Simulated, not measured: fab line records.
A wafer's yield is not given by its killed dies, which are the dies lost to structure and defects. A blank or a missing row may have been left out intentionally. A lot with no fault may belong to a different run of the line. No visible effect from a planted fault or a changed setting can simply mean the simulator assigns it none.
8D (eight disciplines) problem report, filled in by code	flow gf180mcu	the parts of the form that need people (team, actions taken, sign-off) are left out

## 1. THE ISSUE
Wafers free of any fault read 1195.7 ohm/sq (standard deviation 2.5) for LVPWELL_RS at GF_VT_IMPLANT_RS_MEAS_48, against a mean of 1164.2 ohm/sq on 5 wafers of 3 lots. Relative to the usual mean, that is a shift of -13 standard deviations.
The step: measures by four-point-probe.
Seen first at day 11 05:11 on film metro-01, wafer L362.1. The record holds 38 wafers of 13 lots with a number at this step. Rule for "out", or "out of limits": more than 4 standard deviations from the usual mean. The other wafers with a number count as sound.

## 2. WHAT THIS IS AND IS NOT
question	is	is not
which readings at this step	LVPWELL_RS	-
which lots	L362, L363, L364	L349, L351, L352, L353, L354, L355, L366, L367, L369, L371
which wafers of those lots	L362.1, L362.3, L363.1, L363.3, L364.3	L363.5, L364.2, L364.4
read on which gauges	film metro-01, film metro-02	film metro-03
when	from day 11 05:11	up to then (18 sound wafers); but 15 sound wafers of L363, L364, L366, L367, L369, L371 came after

## 3. WHAT RULES OUT EACH SUSPECT
Counting: if a tool at a process step up to the reading ran every lot that is out, it stays a suspect. Sound lots after the first of them don't rule it out here, since some wafers of a struck lot are sound.
- the gauge at GF_VT_IMPLANT_RS_MEAS_48 has been ruled out. Those wafers that are out were read across 2 gauges (film metro-01, film metro-02).
- implanter-03 at GF_LVPWELL_IMPLANT_09: kept. Ran every lot that is out, first one L362 (day 6 23:17); last sound lot up to then L355 (day 5 07:44). Out on those wafers are its own readings of beam on s, faraday current uA.
After counting, what remains is implanter-03 at GF_LVPWELL_IMPLANT_09.

## 4. THE CAUSE (what the simulator had put in)
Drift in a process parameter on implanter-03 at GF_LVPWELL_IMPLANT_09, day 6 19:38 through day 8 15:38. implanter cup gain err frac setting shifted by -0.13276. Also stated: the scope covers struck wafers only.
Only this tool survived the counting.

## 5. THE CHAIN OF EFFECTS, in route order
Each row: a reading whose mean over the struck wafers that have a number lies more than 3 standard deviations from the usual. Only readings for which the record gives a usual standard deviation are gone through. hours: the time from each lot's start at the first step in this table that gives one to its start at this step, as a median over the lots. sigmas: the change in usual standard deviations.
hours	step	reading	usual	on struck wafers	change	sigmas
0	GF_LVPWELL_IMPLANT_09	beam on s	10.00 s	11.70	+1.70	+8.9
0	GF_LVPWELL_IMPLANT_09	faraday current uA	28.2	24.1	-4.1	-7.6
102	GF_VT_IMPLANT_RS_MEAS_48	LVPWELL_RS	1195.7 ohm/sq	1164.2	-31.5	-13
Process steps it contains:
- GF_LVPWELL_IMPLANT_09
Later steps that measure or inspect, where all struck wafers having a row at the step show a number for every such reading and not one has moved that far: GF_CONTACT_CD_MEAS_14.

## 6. WHAT WOULD HAVE CAUGHT IT SOONER
Counted from the fault's start at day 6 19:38, it took 106 hours until the first out-of-limits reading at a measuring or inspecting step in this record, taken at day 11 05:11.
The tool's own readings at GF_LVPWELL_IMPLANT_09 were out on every struck wafer that the step has a row for (beam on s, faraday current uA): an alarm limit on them would have fired on the first of those.
All the lots that are out (3) had begun GF_LVPWELL_IMPLANT_09 on implanter-03 by day 11 05:11. A hold on the tool at that time would have spared none of them.
